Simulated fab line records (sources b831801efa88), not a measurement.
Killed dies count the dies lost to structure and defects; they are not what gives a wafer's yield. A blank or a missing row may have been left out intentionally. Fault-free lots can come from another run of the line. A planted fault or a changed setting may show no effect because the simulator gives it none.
Problem report, 8D (eight disciplines) form, completed by code :: flow gf180mcu :: the parts of the form that need people (team, actions taken, sign-off) are left out

## 1. PROBLEM STATEMENT
At GF_VT_IMPLANT_EXPOSE_04, exposure_dose_mJ_cm2 averages 148.33 over 6 wafers from 2 lots, while fault-free wafers read 140.02, standard deviation 0.16. That is +52 standard deviations from the usual mean.
The step: exposes mask LVPWELL LV AREA, target cd 600 nm.
Seen first at day 7 05:25 on iline_stepper-02, wafer L646.3. The record holds 33 wafers of 11 lots with a number at this step. By rule, "out" or "out of limits" means more than 4 standard deviations away from the usual mean. The rest of the wafers with a number are treated as sound.

## 2. WHAT IT IS, WHAT IT ISN'T
question: which readings at this step
is: exposure_dose_mJ_cm2
is not: focus_offset_nm

question: which lots
is: L646, L647
is not: L639, L640, L641, L642, L654, L655, L656, L657, L659

question: which wafers of those lots
is: all that have a number
is not: -

question: read on which tools
is: iline_stepper-02
is not: iline_stepper-01

question: when
is: from day 7 05:25
is not: up to then (12 sound wafers); but 15 sound wafers of L654, L655, L656, L657, L659 came after

## 3. WHAT RULES OUT EACH SUSPECT
Counting: a tool at a process step up to the reading stays a suspect if it ran every lot that is out and no sound lot after the first of them.
- iline_stepper-02 at GF_VT_IMPLANT_EXPOSE_04 (exposes mask LVPWELL LV AREA, target cd 600 nm): kept. It processed each lot that is out, first L646 at day 7 05:25, and no sound lot thereafter; up to then, the last sound lot it processed was L642 at day 6 01:59. On those wafers its own readings are out: exposure_dose_mJ_cm2.
Remaining after the count: iline_stepper-02 at GF_VT_IMPLANT_EXPOSE_04.

## 4. THE CAUSE (what the simulator had put in)
Process parameters drifting: iline_stepper-02 at GF_VT_IMPLANT_EXPOSE_04, beginning at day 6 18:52. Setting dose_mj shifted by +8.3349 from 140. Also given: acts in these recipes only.
Only this tool survived the counting.

## 5. THE EFFECT CHAIN, in route order
One row per reading whose mean, taken over the struck wafers that have a number, lies over 3 standard deviations from the usual. Only readings for which the record gives a usual standard deviation are gone through. hours: the time from each lot's start at the first step in this table that gives one to its start at this step, as a median over the lots. sigmas: the change in usual standard deviations.
hours: 0
step: GF_VT_IMPLANT_EXPOSE_04
reading: exposure_dose_mJ_cm2
usual: 140.02
on struck wafers: 148.33
change: +8.31
sigmas: +52
The process steps in it:
- GF_VT_IMPLANT_EXPOSE_04: exposes mask LVPWELL LV AREA, target cd 600 nm.
Later measuring or inspecting steps at which every struck wafer that the step has a row for has a number for every such reading, and none has moved that far: GF_CONTACT_THK_MEAS_26, GF_M2_THK_MEAS_06.

## 6. HOW IT WOULD HAVE BEEN CAUGHT EARLIER
In this record the first reading out of limits was taken at day 7 05:25, 11 hours after the fault began at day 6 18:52.
